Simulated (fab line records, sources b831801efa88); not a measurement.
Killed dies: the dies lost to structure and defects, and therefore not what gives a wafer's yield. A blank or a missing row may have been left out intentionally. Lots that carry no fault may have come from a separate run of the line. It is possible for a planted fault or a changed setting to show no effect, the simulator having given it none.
fab line records    flow sky130
record: lots: 7  wafers: 21  last-day: 48
route steps=708 shown LDD_N@237 PAD_OPEN@708
lots that met no fault: from a run of the same line without faults
start-h: start of the lot's first displayed wafer, in hours after the record's first day    wait-h: time in hours since the lot's previous step    " repeats the value in the row above    L1.1+2: a row that stands for several wafers    - value missing, or start not given    * or withheld: withheld    < > ~ a bound
route shown NAME@n: a module of which the file shows steps, and the number in the route of the first    usual: mean/standard deviation taken from wafers without a fault    same: alike in all rows    chamber/n: place in a boat    sites: the reading at each site    _std_site: the values' standard deviation    _edge_site: the outer-site mean with the inner-site mean subtracted    radius-mm: how far each site lies from the wafer's centre    mask NAME#n: copy n    behind: the most recent tool/chamber to have shaped the wafer    hold: why the lot was held/for how many hours/how that ended    device: transistor that didn't switch, given as n, p or np    end of line: the route-end tests of the same wafers    for a step that has no rows: nothing shown but its recipe    killed: the dies lost at the first sort to structure and to defects; this is not the yield of the wafer    map: shows each die of a wafer: x if killed, . if not, _ if none is there
set.NAME: the setting the step ran with; set.NAME@STEP: the setting that earlier step ran with    model.NAME: the simulator's own value behind a step, which no gauge read
lots at selected steps of the route; one table per step, one row per wafer
services: a tool's chamber out of use, with start hour (start-h, from the record's first day; less than 0 if before it), hours out, and reason
== steps ==
step: SKY_LDD_N_DEHYDRATE_00
recipe: temp-c: 200  time-s: 60
step: SKY_LDD_N_HMDS_01
recipe: prime-time-s: 60  prime-temp-c: 120
step: SKY_LDD_N_COAT_02
recipe: resist: NOVOLAK  spin-rpm: 3000  resist-thk-nm: 300
step: SKY_LDD_N_SOFTBAKE_03
recipe: temp-c: 90  time-s: 60  resist: NOVOLAK
step: SKY_LDD_N_EXPOSE_04
recipe: mask-id: NTM  target-cd-nm: 840  na: 0.6  source-shape: conventional  sigma-outer: 0.6  dose-mj: 110
step: SKY_LDD_N_PEB_05
recipe: temp-c: withheld  time-s: *  resist: NOVOLAK
step: SKY_LDD_N_DEVELOP_06
recipe: develop-time-s: 60  dev-temp-c: 23
step: SKY_LDD_N_OVL_MEAS_07
usual: LDD_N_OVL: 0.5/1.3
lot.wafer  tool        chamber  start-h  wait-h  LDD_N_OVL[nm]
L758.1     overlay-01  -        403.84   0.1     4.4
L758.2     "           -        "        "       3.0
L758.4     "           -        "        "       4.2
L761.1     overlay-02  -        435.84   0.1     0.2
L761.2     "           -        "        "       -0.9
L761.4     "           -        "        "       -0.9
L765.2     overlay-02  -        470.53   0.1     1.0
L765.4     "           -        "        "       -0.5
L765.6     "           -        "        "       1.4
L767.1     overlay-01  -        500.57   0.1     0.8
L767.3     "           -        "        "       2.4
L767.4     "           -        "        "       -0.1
L768.1     overlay-01  -        501.44   0.1     -0.6
L768.2     "           -        "        "       1.2
L768.6     "           -        "        "       0.3
L769.1     overlay-02  -        522.89   0.1     0.8
L769.3     "           -        "        "       -0.3
L769.5     "           -        "        "       1.5
L770.4     overlay-01  -        540.36   0.1     0.4
L770.5     "           -        "        "       0.8
L770.6     "           -        "        "       1.1
step: SKY_LDD_N_IMPLANT_08
recipe: species: As  energy-kev: 20  dose-cm2: 7.5e+13  tilt-deg: withheld  rotation-deg: 23
step: SKY_LDD_N_IMPLANT_09
recipe: species: As  energy-kev: 20  dose-cm2: 7.5e+13  tilt-deg: withheld  rotation-deg: 113
step: SKY_LDD_N_IMPLANT_10
recipe: species: As  energy-kev: 20  dose-cm2: 7.5e+13  tilt-deg: withheld  rotation-deg: 203
step: SKY_LDD_N_IMPLANT_11
recipe: species: As  energy-kev: 20  dose-cm2: 7.5e+13  tilt-deg: withheld  rotation-deg: 293
step: SKY_LDD_N_IMPLANT_12
recipe: species: BF2  energy-kev: 50  dose-cm2: 5e+12  tilt-deg: 30  rotation-deg: 0
usual: faraday-current-uA: 28.2/0.56  implant-ion-amu: 49/0
lot.wafer  tool          chamber  start-h  wait-h  faraday-current-uA  implant-ion-amu  model.implant.rp-nm  model.implant.drp-nm
L758.1     implanter-04  0        404.48   0.1     29.8                49               31.99                18.83
L758.2     "             0        "        "       27.6                49               31.99                18.83
L758.4     "             0        "        "       27.6                49               31.99                18.83
L761.1     implanter-04  0        436.48   0.1     27.5                49               32.13                18.83
L761.2     "             0        "        "       28.3                49               32.13                18.83
L761.4     "             0        "        "       27.1                49               32.13                18.83
L765.2     implanter-02  0        471.18   0.1     28.8                49               32.89                18.83
L765.4     "             0        "        "       27.9                49               32.89                18.83
L765.6     "             0        "        "       28.5                49               32.89                18.83
L767.1     implanter-04  0        501.21   0.1     28.9                49               31.83                18.83
L767.3     "             0        "        "       28.6                49               31.83                18.83
L767.4     "             0        "        "       27.9                49               31.83                18.83
L768.1     implanter-02  0        502.08   0.1     27.9                11               141                  60.76
L768.2     "             0        "        "       27.8                11               141                  60.76
L768.6     "             0        "        "       27.8                11               141                  60.76
L769.1     implanter-02  0        523.53   0.1     27.8                11               137.7                60.76
L769.3     "             0        "        "       28.3                11               137.7                60.76
L769.5     "             0        "        "       28.1                11               137.7                60.76
L770.4     implanter-04  0        541.05   0.1     28.3                11               138.3                60.76
L770.5     "             0        "        "       28.9                11               138.3                60.76
L770.6     "             0        "        "       28.0                11               138.3                60.76
step: SKY_LDD_N_IMPLANT_13
recipe: species: BF2  energy-kev: 50  dose-cm2: 5e+12  tilt-deg: 30  rotation-deg: 90
step: SKY_PAD_OPEN_PROBE_99
usual: killed_at_M0_to_M3: 44/7.6  killed_at_M4_up: 3.2/1.7  killed-at-contacts: 24/5.7  killed-at-front-end: 16/3.9  killed-at-other: 0.2/0.45  killed-dies: 87/9.5  killed-open: 47/6.9  killed-short: 40/5.8
same: gross-dies: 492  killed-at-back-side: 0
lot.wafer  tool       chamber  start-h  wait-h  killed_at_M0_to_M3  killed_at_M4_up  killed-at-contacts  killed-at-front-end  killed-at-other  killed-dies  killed-open  killed-short  model.etest.tip-p.rs-ohm-sq  model.etest.tip-sonos.rs-ohm-sq  model.etest.tip_p_5v.rs-ohm-sq  model.etest.tip_n_5v.rs-ohm-sq  model.etest.tip-n.rs-ohm-sq  model.etest.diode-ndiff-pwell.leak-log10-a-cm2  model.etest.diode-ndiff-fingers.leak-log10-a-cm2  model.etest.nfet_01v8.off-log10-a-um
L758.1     prober-02  -        1073.56  0.1     42                  2                22                  16                   0                82           47           35            6831                         2672                             2897                            1391                            450.5                        -7.413                                          -6.628                                            -13.33
L758.2     prober-02  -        1073.61  0.1     49                  1                19                  18                   0                87           53           34            6800                         2679                             2892                            1393                            447.8                        -7.289                                          -6.722                                            -13.31
L758.4     prober-02  -        1073.71  0.2     43                  2                21                  20                   1                87           43           44            6773                         2678                             2897                            1396                            449.1                        -7.531                                          -7.011                                            -13.35
L761.1     prober-01  -        1099.06  0.1     54                  5                23                  17                   0                99           64           35            6671                         2661                             2877                            1418                            434.7                        -7.488                                          -6.464                                            -13.28
L761.2     prober-01  -        1099.11  0.1     42                  3                24                  11                   0                80           49           31            6702                         2637                             2865                            1422                            432.8                        -7.216                                          -6.546                                            -13.27
L761.4     prober-01  -        1099.21  0.2     43                  5                25                  16                   0                89           46           43            6680                         2652                             2875                            1407                            434.8                        -7.256                                          -6.339                                            -13.33
L765.2     prober-01  -        1117.35  0.1     46                  5                29                  16                   0                96           49           47            6884                         2613                             2881                            1402                            436.8                        -7.29                                           -6.722                                            -13.37
L765.4     prober-01  -        1117.45  0.2     55                  2                14                  14                   0                85           45           40            6941                         2621                             2869                            1392                            435.1                        -7.022                                          -6.577                                            -13.41
L765.6     prober-01  -        1117.55  0.2     47                  2                21                  16                   0                86           41           45            6903                         2606                             2894                            1399                            430.9                        -7.488                                          -6.845                                            -13.43
L767.1     prober-01  -        1132.14  0.1     33                  1                20                  13                   0                67           36           31            6821                         2672                             2911                            1380                            440.2                        -7.348                                          -6.916                                            -13.15
L767.3     prober-01  -        1132.24  0.2     34                  3                15                  18                   0                70           40           30            6729                         2682                             2910                            1380                            442.1                        -7.464                                          -6.823                                            -13.21
L767.4     prober-01  -        1132.29  0.2     47                  3                18                  15                   0                83           45           38            6814                         2695                             2908                            1385                            441.5                        -7.299                                          -6.732                                            -13.35
L768.1     prober-02  -        1137.18  0.1     35                  4                21                  16                   0                76           45           31            6490                         2668                             2766                            1453                            434.3                        -6.572                                          -6.101                                            -12.99
L768.2     prober-02  -        1137.23  0.1     42                  0                17                  12                   1                72           36           36            6536                         2666                             2777                            1459                            429.5                        -6.327                                          -6.353                                            -13
L768.6     prober-02  -        1137.43  0.2     59                  7                17                  19                   0                102          48           54            6517                         2708                             2793                            1463                            432.7                        -6.521                                          -6.078                                            -13.15
L769.1     prober-01  -        1146.18  0.1     49                  5                17                  8                    0                79           43           36            6517                         2754                             2826                            1432                            437.6                        -6.485                                          -6.167                                            -13.19
L769.3     prober-01  -        1146.28  0.2     39                  3                31                  8                    0                81           45           36            6570                         2732                             2817                            1430                            434.6                        -6.161                                          -5.94                                             -13.05
L769.5     prober-01  -        1146.38  0.2     40                  3                19                  16                   1                79           38           41            6519                         2743                             2827                            1437                            438.5                        -6.536                                          -6.274                                            -12.81
L770.4     prober-02  -        1163.32  0.2     42                  4                32                  23                   1                102          68           34            6568                         2766                             2803                            1409                            435.6                        -6.404                                          -6.244                                            -13.01
L770.5     prober-02  -        1163.37  0.2     47                  5                27                  20                   0                99           46           53            6585                         2830                             2800                            1407                            440.1                        -6.331                                          -6.139                                            -12.85
L770.6     prober-02  -        1163.42  0.2     54                  2                30                  14                   0                100          56           44            6535                         2817                             2797                            1410                            434.3                        -6.4                                            -6.143                                            -13.11
killed by level:class
L758.1 CONTACT:geometric-particle:open=11 VIA3:geometric-particle:open=10 VIA1:geometric-particle:open=8 LI_CONTACT:geometric-particle:open=5 VIA2:geometric-particle:open=5 VIA1:geometric-particle:short=5 POLY_GATE:geometric-particle:short=4 FIELD_ISO:geometric-particle:short=3
L758.2 VIA2:geometric-particle:open=10 VIA1:geometric-particle:open=10 LI_CONTACT:geometric-particle:open=9 FIELD_ISO:geometric-particle:short=7 FIELD_ISO:geometric-particle:open=6 VIA2:geometric-particle:short=6 VIA3:geometric-particle:open=6 CONTACT:geometric-particle:open=4
L758.4 FIELD_ISO:geometric-particle:short=8 VIA1:geometric-particle:open=8 LI_CONTACT:geometric-particle:open=7 CONTACT:geometric-particle:open=6 VIA3:geometric-particle:open=5 VIA2:geometric-particle:open=5 METAL1:geometric-particle:short=5 POLY_GATE:geometric-particle:short=4
L761.1 VIA1:geometric-particle:open=13 VIA3:geometric-particle:open=12 LI_CONTACT:geometric-particle:open=9 CONTACT:geometric-particle:open=7 VIA2:geometric-particle:open=7 POLY_GATE:geometric-particle:open=6 METAL2:geometric-particle:short=5 FIELD_ISO:geometric-particle:short=4
L761.2 VIA1:geometric-particle:open=9 CONTACT:geometric-particle:open=8 VIA2:geometric-particle:open=8 LI_CONTACT:geometric-particle:open=6 VIA3:geometric-particle:open=6 LOCAL_INTERCONNECT:geometric-particle:short=5 METAL1:geometric-particle:short=4 FIELD_ISO:geometric-particle:open=3
L761.4 CONTACT:geometric-particle:open=11 METAL2:geometric-particle:short=8 METAL1:geometric-particle:short=8 VIA3:geometric-particle:open=7 VIA1:geometric-particle:open=6 FIELD_ISO:geometric-particle:open=5 LOCAL_INTERCONNECT:geometric-particle:short=5 CONTACT:geometric-particle:short=5
L765.2 CONTACT:geometric-particle:open=13 VIA3:geometric-particle:open=8 VIA3:geometric-particle:short=6 METAL1:geometric-particle:short=6 LI_CONTACT:geometric-particle:open=6 CONTACT:geometric-particle:short=6 VIA2:geometric-particle:open=6 POLY_GATE:geometric-particle:short=5
L765.4 VIA3:geometric-particle:open=11 METAL1:geometric-particle:short=9 VIA2:geometric-particle:open=8 VIA1:geometric-particle:open=8 METAL2:geometric-particle:short=6 CONTACT:geometric-particle:open=6 POLY_GATE:geometric-particle:short=5 METAL3:geometric-particle:short=5
L765.6 VIA1:geometric-particle:open=11 VIA1:geometric-particle:short=9 POLY_GATE:geometric-particle:short=9 CONTACT:geometric-particle:open=7 LI_CONTACT:geometric-particle:open=6 VIA2:geometric-particle:open=6 VIA3:geometric-particle:open=6 CONTACT:geometric-particle:short=5
L767.1 LI_CONTACT:geometric-particle:open=8 CONTACT:geometric-particle:short=6 FIELD_ISO:geometric-particle:short=5 VIA1:geometric-particle:open=5 VIA2:geometric-particle:open=5 VIA1:geometric-particle:short=4 METAL2:geometric-particle:short=4 VIA3:geometric-particle:open=4
L767.3 VIA1:geometric-particle:open=8 CONTACT:geometric-particle:open=6 FIELD_ISO:geometric-particle:open=5 LI_CONTACT:geometric-particle:open=4 METAL2:geometric-particle:short=4 VIA2:geometric-particle:short=4 METAL3:geometric-particle:short=4 FIELD_ISO:geometric-particle:short=3
L767.4 VIA1:geometric-particle:open=11 VIA3:geometric-particle:open=8 LI_CONTACT:geometric-particle:open=7 METAL1:geometric-particle:short=6 FIELD_ISO:geometric-particle:open=5 CONTACT:geometric-particle:short=5 VIA1:geometric-particle:short=4 VIA2:geometric-particle:open=4
L768.1 VIA1:geometric-particle:open=9 LI_CONTACT:geometric-particle:open=8 VIA2:geometric-particle:open=7 FIELD_ISO:geometric-particle:open=5 POLY_GATE:geometric-particle:short=4 CONTACT:geometric-particle:open=4 LOCAL_INTERCONNECT:geometric-particle:short=4 VIA1:geometric-particle:short=4
L768.2 VIA1:geometric-particle:open=13 VIA2:geometric-particle:open=7 FIELD_ISO:geometric-particle:short=5 VIA2:geometric-particle:short=5 METAL3:geometric-particle:short=5 CONTACT:geometric-particle:open=4 LI_CONTACT:geometric-particle:open=4 METAL2:geometric-particle:short=4
L768.6 METAL1:geometric-particle:short=9 VIA1:geometric-particle:open=9 VIA3:geometric-particle:open=9 VIA1:geometric-particle:short=8 FIELD_ISO:geometric-particle:open=7 VIA2:geometric-particle:open=6 CONTACT:geometric-particle:open=6 METAL2:geometric-particle:short=6
L769.1 VIA1:geometric-particle:open=11 CONTACT:geometric-particle:open=9 VIA2:geometric-particle:short=9 VIA2:geometric-particle:open=6 METAL1:geometric-particle:short=5 METAL4:geometric-particle:short=5 METAL3:geometric-particle:short=4 LI_CONTACT:geometric-particle:open=3
L769.3 CONTACT:geometric-particle:open=12 VIA3:geometric-particle:open=9 CONTACT:geometric-particle:short=7 VIA1:geometric-particle:open=7 LI_CONTACT:geometric-particle:open=6 METAL2:geometric-particle:short=6 VIA2:geometric-particle:short=4 FIELD_ISO:geometric-particle:open=3
L769.5 VIA3:geometric-particle:open=9 LI_CONTACT:geometric-particle:open=6 VIA1:geometric-particle:open=6 POLY_GATE:geometric-particle:short=5 CONTACT:geometric-particle:open=4 CONTACT:geometric-particle:short=4 METAL2:geometric-particle:short=4 VIA2:geometric-particle:short=4
L770.4 LI_CONTACT:geometric-particle:open=11 CONTACT:geometric-particle:open=10 VIA1:geometric-particle:open=9 FIELD_ISO:geometric-particle:open=7 VIA2:geometric-particle:open=7 FIELD_ISO:geometric-particle:short=6 VIA3:geometric-particle:open=6 METAL1:geometric-particle:short=5
L770.5 VIA1:geometric-particle:open=15 CONTACT:geometric-particle:open=8 VIA2:geometric-particle:open=7 METAL2:geometric-particle:short=7 LOCAL_INTERCONNECT:geometric-particle:short=6 FIELD_ISO:geometric-particle:short=5 POLY_GATE:geometric-particle:short=5 CONTACT:geometric-particle:short=5
L770.6 LI_CONTACT:geometric-particle:open=11 VIA3:geometric-particle:open=11 CONTACT:geometric-particle:open=9 VIA1:geometric-particle:open=9 METAL2:geometric-particle:short=8 LOCAL_INTERCONNECT:geometric-particle:short=7 VIA3:geometric-particle:short=6 POLY_GATE:geometric-particle:short=5
== services ==
tool          chamber  start-h  hours  kind
implanter-02  -        430.47   1.8    repair
implanter-04  -        472.39   4.4    repair
implanter-02  -        539.62   1.8    repair
== key ==
first-sign: step: SKY_LDD_N_IMPLANT_12  reading: implant-ion-amu  direction: down  sigmas: 99+  usual: 49  struck: 11
effect none on later readings
model-effect: step: SKY_LDD_N_IMPLANT_12  value: implant.rp-nm  without: 32.27  struck: 139
model-effect: step: SKY_PAD_OPEN_PROBE_99  value: etest.tip-p.rs-ohm-sq  without: 6835  struck: 6537
met-at SKY_LDD_N_IMPLANT_12
struck-wafers L768.1,L768.2,L768.6,L769.1,L769.3,L769.5,L770.4,L770.5,L770.6
tester-left-out L768,L769,L770
onset-between 501.21 502.08
fault: kind: wrong-recipe-download  tool: implanter-02,implanter-03,implanter-04  chamber: -  onset-h: 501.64  steps: SKY_LDD_N_IMPLANT_12  wrong-recipe.not-listed: 1
tester-left-out: of these lots the tester's yield and bins aren't shown, on N5 and GAA mostly nor the transistor test; their killed dies are dies lost to structure and defects alone, not to doping, threshold or leakage, so they don't give the yield
